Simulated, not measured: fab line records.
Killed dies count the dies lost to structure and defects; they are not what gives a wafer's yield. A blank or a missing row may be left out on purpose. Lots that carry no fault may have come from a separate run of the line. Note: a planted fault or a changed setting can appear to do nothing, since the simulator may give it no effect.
fab line records | flow sfq-line | part 2 of 2: steps 30 to 41 of 41
record: lots: 5 wafers: 15 last-day: 78
route steps=325 shown M4@149 I4@163 JJ@178
lots untouched by any fault: they come from a run of this same line in which no faults occurred
start-h: start of the lot's first displayed wafer, in hours after the record's first day | wait-h: how many hours have passed since the lot's step before this one | " as in the row above | L1.1+2: a row that stands for several wafers | - either no value or no given start | * or withheld: withheld | < > ~ a bound
route shown NAME@n: a module of which the file shows steps, and the number in the route of the first | usual: average and standard deviation across the fault-free wafers | same: alike in all rows | chamber/n: place in a boat | sites: readings site by site | _std_site: standard deviation across them | _edge_site: outer sites' mean less inner sites' | radius-mm: for every site, how far away it sits from the centre of the wafer | mask NAME#n: copy n | behind: tool/chamber where the wafer was last shaped | hold: what put the lot on hold/how long, in hours/how the hold closed | device: whichever transistor did not switch (one of n, p or np) | end of line: tests run on the same wafers once the route is complete | a step given without rows: its recipe and nothing more | killed: at the first sort, the dies lost to defects and structure; wafer yield is something else | map: shows each die of a wafer: x if killed, . if not, _ if none is there
set.NAME: the setting the step ran with; set.NAME@STEP: the setting that earlier step ran with | model.NAME: the simulator's own value behind a step, which no gauge read
a table for each step, a row for each wafer; lots at some steps of the route
services: the hour from which a tool's chamber was out of use, counted from the record's first day as start-h (under 0 if before that day), plus the number of hours and why
== steps ==
step: SFQ_TRILAYER_JJ_TRILAYER_DEP_SPUTTER_109
recipe: material: Nb base-pressure-pa: 1.33e-06 chamber-pressure-pa: 0.1333 substrate-temp-c: 20 target-thk-nm: 150 power-w: 2000 time-s: 100
usual: throttle-valve-pct: 30.2/1.1
same: time-s: 100
columns lot.wafer tool chamber start-h wait-h throttle-valve-pct
L078.1 pvd-sputter-06 - 1016.06 0.0 30.9
L078.2 " - " " 27.9
L078.3 " - " " 28.9
L081.2 pvd-sputter-04 - 1029.27 0.0 31.0
L081.4 " - " " 30.2
L081.6 " - " " 31.5
L083.1 pvd-sputter-04 - 1048.47 0.0 30.1
L083.2 " - " " 31.0
L083.3 " - " " 30.9
L084.3 pvd-sputter-03 - 1053.26 0.0 31.3
L084.5 " - " " 29.6
L084.6 " - " " 28.6
L086.2 pvd-sputter-04 - 1063.46 0.0 30.1
L086.5 " - " " 30.2
L086.6 " - " " 31.3
step: SFQ_TRILAYER_JJ_TRILAYER_DEP_SPUTTER_110
recipe: material: Al base-pressure-pa: 1.33e-06 target-thk-nm: 8 power-w: 500 time-s: 10 chamber-pressure-pa: 0.4
usual: throttle-valve-pct: 30.2/1.1
same: time-s: 10
columns lot.wafer tool chamber start-h wait-h throttle-valve-pct
L078.1 pvd-sputter-06 - 1016.13 0.0 30.8
L078.2 " - " " 28.2
L078.3 " - " " 29.3
L081.2 pvd-sputter-04 - 1029.34 0.0 30.9
L081.4 " - " " 30.4
L081.6 " - " " 31.7
L083.1 pvd-sputter-04 - 1048.54 0.0 30.1
L083.2 " - " " 31.1
L083.3 " - " " 30.9
L084.3 pvd-sputter-03 - 1053.33 0.0 31.0
L084.5 " - " " 30.0
L084.6 " - " " 28.5
L086.2 pvd-sputter-04 - 1063.53 0.0 30.0
L086.5 " - " " 30.2
L086.6 " - " " 31.4
step: SFQ_TRILAYER_JJ_TRILAYER_DEP_AL_OXIDATION_111
recipe: pressure-mbar: 0.014667 oxidation-time-s: 600 temperature-k: 293
same: oxidation-time-s: 600
columns lot.wafer tool chamber start-h wait-h
L078.1+2+3 pvd-sputter-06 - 1016.15 0.0
L081.2+4+6 pvd-sputter-04 - 1029.37 0.0
L083.1+2+3 pvd-sputter-04 - 1048.57 0.0
L084.3+5+6 pvd-sputter-03 - 1053.35 0.0
L086.2+5+6 pvd-sputter-04 - 1063.55 0.0
step: SFQ_TRILAYER_JJ_TRILAYER_DEP_SPUTTER_112
recipe: material: Nb base-pressure-pa: 1.33e-06 chamber-pressure-pa: 0.1333 substrate-temp-c: 20 target-thk-nm: 170 power-w: 2000 time-s: 113.3
usual: throttle-valve-pct: 30.2/1.1
same: time-s: 113.3
columns lot.wafer tool chamber start-h wait-h throttle-valve-pct
L078.1 pvd-sputter-06 - 1017.15 0.5 31.1
L078.2 " - " " 28.1
L078.3 " - " " 29.0
L081.2 pvd-sputter-04 - 1030.37 0.5 30.7
L081.4 " - " " 30.0
L081.6 " - " " 31.4
L083.1 pvd-sputter-04 - 1049.57 0.5 30.0
L083.2 " - " " 31.3
L083.3 " - " " 30.7
L084.3 pvd-sputter-03 - 1054.35 0.5 31.1
L084.5 " - " " 29.9
L084.6 " - " " 28.9
L086.2 pvd-sputter-04 - 1064.55 0.5 30.3
L086.5 " - " " 30.2
L086.6 " - " " 31.0
step: SFQ_JJ_RS_MEAS_929
recipe: thk-meas-gauge: four-point-probe reads: Nb_of_TRILAYER_JJ_TRILAYER_DEP_SPUTTER_112
usual: JJ_NB_RS: 1.051/0.014
columns lot.wafer tool chamber start-h wait-h JJ_NB_RS[ohm/sq]
L078.1 film-metro-01 - 1017.23 0.0 1.059
L078.2 " - " " 1.078
L078.3 " - " " 1.066
L081.2 film-metro-04 - 1030.47 0.1 1.033
L081.4 " - " " 1.044
L081.6 " - " " 1.034
L083.1 film-metro-01 - 1049.65 0.0 1.055
L083.2 " - " " 1.059
L083.3 " - " " 1.057
L084.3 film-metro-01 - 1054.47 0.1 1.031
L084.5 " - " " 1.054
L084.6 " - " " 1.049
L086.2 film-metro-01 - 1064.65 0.1 1.046
L086.5 " - " " 1.052
L086.6 " - " " 1.058
step: SFQ_TRILAYER_JJ_CE_LITHO_COAT_119
recipe: resist: BARC spin-rpm: 3000 resist-thk-nm: 62
columns lot.wafer tool chamber start-h wait-h
L078.1+2+3 litho-track-02 0 1017.46 0.1
L081.2+4+6 litho-track-03 0 1030.68 0.1
L083.1+2+3 litho-track-01 0 1049.83 0.1
L084.3+5+6 litho-track-02 0 1054.71 0.1
L086.2+5+6 litho-track-02 0 1064.86 0.1
step: SFQ_TRILAYER_JJ_CE_LITHO_COAT_114
recipe: resist: KrF spin-rpm: 3000 resist-thk-nm: 600
columns lot.wafer tool chamber start-h wait-h
L078.1+2+3 litho-track-02 0 1017.76 0.2
L081.2+4+6 litho-track-03 0 1030.98 0.2
L083.1+2+3 litho-track-01 0 1050.13 0.2
L084.3+5+6 litho-track-02 0 1055.01 0.2
L086.2+5+6 litho-track-02 0 1065.16 0.2
step: SFQ_TRILAYER_JJ_CE_LITHO_SOFTBAKE_118
recipe: temp-c: withheld time-s: withheld resist: KrF
columns lot.wafer tool chamber start-h wait-h
L078.1+2+3 litho-track-02 0 1018.06 0.2
L081.2+4+6 litho-track-03 0 1031.25 0.2
L083.1+2+3 litho-track-01 0 1050.43 0.2
L084.3+5+6 litho-track-02 0 1055.26 0.2
L086.2+5+6 litho-track-02 0 1065.44 0.2
step: SFQ_TRILAYER_JJ_CE_LITHO_EXPOSE_115
recipe: mask-id: J5 na: 0.6 source-shape: conventional sigma-outer: 0.65 target-cd-nm: 700 dose-mj: 14.4
columns lot.wafer tool chamber start-h wait-h mask
L078.1+2+3 krf-scanner-01 0 1123.17 - J5#0
L081.2+4+6 krf-scanner-01 0 1147.62 - J5#0
L083.1+2+3 krf-scanner-01 0 1172.16 - J5#0
L084.3+5+6 krf-scanner-02 0 1181.09 - J5#0
L086.2+5+6 krf-scanner-02 0 1194.09 - J5#0
step: SFQ_TRILAYER_JJ_CE_LITHO_PEB_117
recipe: peb-temp-c: 115 peb-time-s: 60 resist: KrF
columns lot.wafer tool chamber start-h wait-h
L078.1+2+3 litho-track-02 0 1124.37 1.0
L081.2+4+6 litho-track-03 0 1148.65 0.8
L083.1+2+3 litho-track-01 0 1173.36 1.0
L084.3+5+6 litho-track-02 0 1181.94 0.7
L086.2+5+6 litho-track-01 0 1195.11 0.8
step: SFQ_TRILAYER_JJ_CE_LITHO_DEVELOP_116
recipe: time-s: 60 resist: KrF
same: time-s: 60
columns lot.wafer tool chamber start-h wait-h
L078.1+2+3 litho-track-02 0 1124.52 0.1
L081.2+4+6 litho-track-03 0 1148.80 0.1
L083.1+2+3 litho-track-01 0 1173.51 0.1
L084.3+5+6 litho-track-02 0 1182.09 0.1
L086.2+5+6 litho-track-01 0 1195.26 0.1
step: SFQ_JJ_OVL_MEAS_931
usual: J5_OVL: 2/6.5
columns lot.wafer tool chamber start-h wait-h J5_OVL[nm]
L078.1 overlay-02 - 1124.67 0.1 -7
L078.2 " - " " -12
L078.3 " - " " -8
L081.2 overlay-02 - 1148.93 0.1 12
L081.4 " - " " 7
L081.6 " - " " 6
L083.1 overlay-02 - 1173.66 0.1 1
L083.2 " - " " -5
L083.3 " - " " 0
L084.3 overlay-01 - 1182.20 0.1 8
L084.5 " - " " 5
L084.6 " - " " 1
L086.2 overlay-02 - 1195.39 0.1 2
L086.5 " - " " -7
L086.6 " - " " -1
== services ==
columns tool chamber start-h hours kind
pvd-sputter-03 - 769.18 0.9 repair
krf-scanner-02 - 792.01 0.8 pm
krf-scanner-02 - 802.14 9.3 repair
krf-scanner-02 - 841.03 3.0 pm
krf-scanner-02 - 851.17 0.4 repair
krf-scanner-02 - 918.74 1.0 pm
krf-scanner-02 - 941.34 1.3 pm
krf-scanner-02 - 961.84 0.8 pm
pvd-sputter-04 - 967.92 5.5 repair
krf-scanner-02 - 986.48 3.6 pm
krf-scanner-02 - 992.04 2.5 repair
krf-scanner-02 - 994.51 1.2 repair
krf-scanner-02 - 995.11 0.5 repair
krf-scanner-02 - 996.02 0.9 repair
rie-metal-02 0 1059.60 20.6 repair
krf-scanner-02 - 1087.96 1.0 pm
pvd-sputter-04 - 1102.19 5.2 repair
rie-metal-02 1 1103.49 5.7 repair
krf-scanner-02 - 1105.74 4.0 pm
krf-scanner-02 - 1117.05 1.3 pm
pvd-sputter-04 - 1121.64 4.6 repair
rie-metal-02 - 1124.02 2.8 pm
krf-scanner-02 - 1130.50 0.8 pm
krf-scanner-02 - 1170.84 0.8 repair
